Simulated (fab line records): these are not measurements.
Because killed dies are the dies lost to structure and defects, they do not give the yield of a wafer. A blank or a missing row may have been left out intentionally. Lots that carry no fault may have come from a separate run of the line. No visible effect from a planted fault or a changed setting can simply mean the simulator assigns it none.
Chamber matching | flow gf180mcu | GF_V5_CMP_26 on cmp-02 has 4 sister chambers
The step polishes, stops on SiO2, t overpolish 15 s, target thk 0 nm. 18 wafers are shown with their chamber, then 9 later ones without.

== WAFERS PAIRED WITH THEIR CHAMBERS ==
wafer  | chamber | motor_current_A (A) | time_to_endpoint_s (s) | retaining_ring_pressure_frac
L362.1 | 3       | 11.1                | 89                     | 1.014
L362.4 | 1       | 9.1                 | 88                     | 1.007
L362.5 | 1       | 9.1                 | 88                     | 1.003
L365.1 | 3       | 11.1                | 81                     | 0.988
L365.2 | 1       | 8.9                 | 78                     | 0.993
L365.5 | 2       | 11.1                | 89                     | 1.002
L372.1 | 0       | 12.0                | 92                     | 0.996
L372.3 | 3       | 10.8                | 84                     | 1.004
L372.5 | 3       | 11.3                | 81                     | 1.006
L376.4 | 3       | 11.5                | 81                     | 0.999
L376.5 | 2       | 11.1                | 93                     | 1.000
L376.6 | 3       | 11.0                | 87                     | 1.005
L377.1 | 3       | 11.1                | 85                     | 1.003
L377.2 | 1       | 8.7                 | 83                     | 1.004
L377.6 | 1       | 9.2                 | 86                     | 0.994
L379.2 | 2       | 11.4                | 94                     | 1.004
L379.5 | 3       | 11.0                | 83                     | 1.002
L379.6 | 2       | 10.5                | 93                     | 0.990

SIGNATURES (means of the wafers above)
reading                      | chamber 0 | chamber 1 | chamber 2 | chamber 3 | scatter within a chamber
motor_current_A              | 12.000    | 9.000     | 11.025    | 11.113    | 0.253
time_to_endpoint_s           | 92.00     | 84.60     | 92.25     | 83.88     | 3.26
retaining_ring_pressure_frac | 0.99600   | 1.00020   | 0.99900   | 1.00262   | 0.00682
Rule: a wafer lies at a distance from a chamber equal to the root of the sum of squares, over the readings, of (its reading less the chamber's mean, divided by the reading's scatter). If the next closest chamber is less than 2 further off than the closest, the wafer can't be placed; otherwise it belongs to the closest. The scatter: take each reading less its chamber's mean, square it, sum over the shown wafers, divide by the number of wafers less the number of chambers, and take the root.

== WAFERS WITHOUT THEIR CHAMBER ==
wafer  | motor_current_A (A) | time_to_endpoint_s (s) | retaining_ring_pressure_frac
L380.1 | 11.4                | 94                     | 0.996
L380.2 | 10.8                | 88                     | 1.001
L380.5 | 9.1                 | 88                     | 0.998
L382.2 | 9.3                 | 86                     | 1.002
L382.3 | 11.5                | 82                     | 1.002
L382.5 | 8.7                 | 89                     | 1.005
L383.3 | 11.2                | 90                     | 1.005
L383.5 | 10.5                | 97                     | 0.995
L383.6 | 11.0                | 91                     | 1.008

== WHICH CHAMBER EACH ONE RAN IN ==
wafer  | from the rows above          | in truth
L380.1 | can't be placed: 2 or 0 or 3 | 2
L380.2 | can't be placed: 2 or 3      | 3
L380.5 | 1                            | 1
L382.2 | 1                            | 1
L382.3 | 3                            | 3
L382.5 | 1                            | 1
L383.3 | can't be placed: 2 or 3      | 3
L383.5 | 2                            | 2
L383.6 | can't be placed: 2 or 3      | 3
5 of 9 placed correctly. Not placeable from these rows: 4 (in 4, the candidates include the true chamber). Wrongly placed: 0.
